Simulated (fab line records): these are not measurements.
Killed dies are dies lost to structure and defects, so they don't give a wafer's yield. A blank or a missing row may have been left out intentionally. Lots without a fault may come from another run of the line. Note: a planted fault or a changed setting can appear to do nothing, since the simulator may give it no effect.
Matching of chambers	flow sfqLine	3 sister chambers for SFQ_TRILAYER_I4_DEP_PECVD_099 on pecvd-02
The step deposits SiO2 from SiH4/N2O, time 111.11 s, target thk 500 nm. 16 wafers are shown with their chamber, then 8 later ones without.

## EACH WAFER AND ITS CHAMBER
wafer	chamber	heaterPowerW (W)	throttleValvePct (%)
L776.2	1	89	24.7
L776.4	1	73	24.7
L776.5	2	82	25.6
L780.2	0	79	23.7
L780.3	2	98	22.8
L780.4	2	97	22.7
L782.1	2	99	23.0
L782.2	0	72	24.1
L782.6	2	101	22.4
L785.1	0	75	24.1
L785.2	2	102	23.0
L785.3	1	72	22.5
L788.1	1	83	22.0
L788.4	2	99	23.1
L788.6	0	80	24.0
L794.2	2	102	23.6

SIGNATURES (means of the wafers above)
reading	chamber 0	chamber 1	chamber 2	scatter within a chamber
heaterPowerW	76.50	79.25	97.50	6.44
throttleValvePct	23.975	23.475	23.275	1.01
Rule: for a wafer and a chamber, the distance is found by dividing, reading by reading, the gap between the wafer's reading and the chamber's mean by the reading's scatter, squaring, summing and taking the root. The wafer belongs to the nearest chamber; if the next one is less than 2 further off, it can't be placed. How the scatter is found: for the shown wafers, subtract from each reading the mean of its chamber, square and add these, divide the total by (wafers less chambers), then take the root.

## WAFERS WITH NO CHAMBER GIVEN
wafer	heaterPowerW (W)	throttleValvePct (%)
L794.3	102	23.7
L794.4	83	24.2
L797.1	85	22.7
L797.3	81	24.3
L797.4	85	24.1
L798.3	79	22.6
L798.5	94	23.9
L798.6	75	24.3

## WHICH CHAMBER EACH ONE RAN IN
wafer	from the rows above	in truth
L794.3	2	2
L794.4	can't be placed: 1 or 0 or 2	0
L797.1	can't be placed: 1 or 0 or 2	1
L797.3	can't be placed: 0 or 1 or 2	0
L797.4	can't be placed: 1 or 0 or 2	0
L798.3	can't be placed: 1 or 0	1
L798.5	can't be placed: 2 or 1 or 0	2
L798.6	can't be placed: 0 or 1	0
Correctly placed: 1 of 8. Not placeable from these rows: 7 (in 7, the candidates include the true chamber). Placed wrongly: 0.
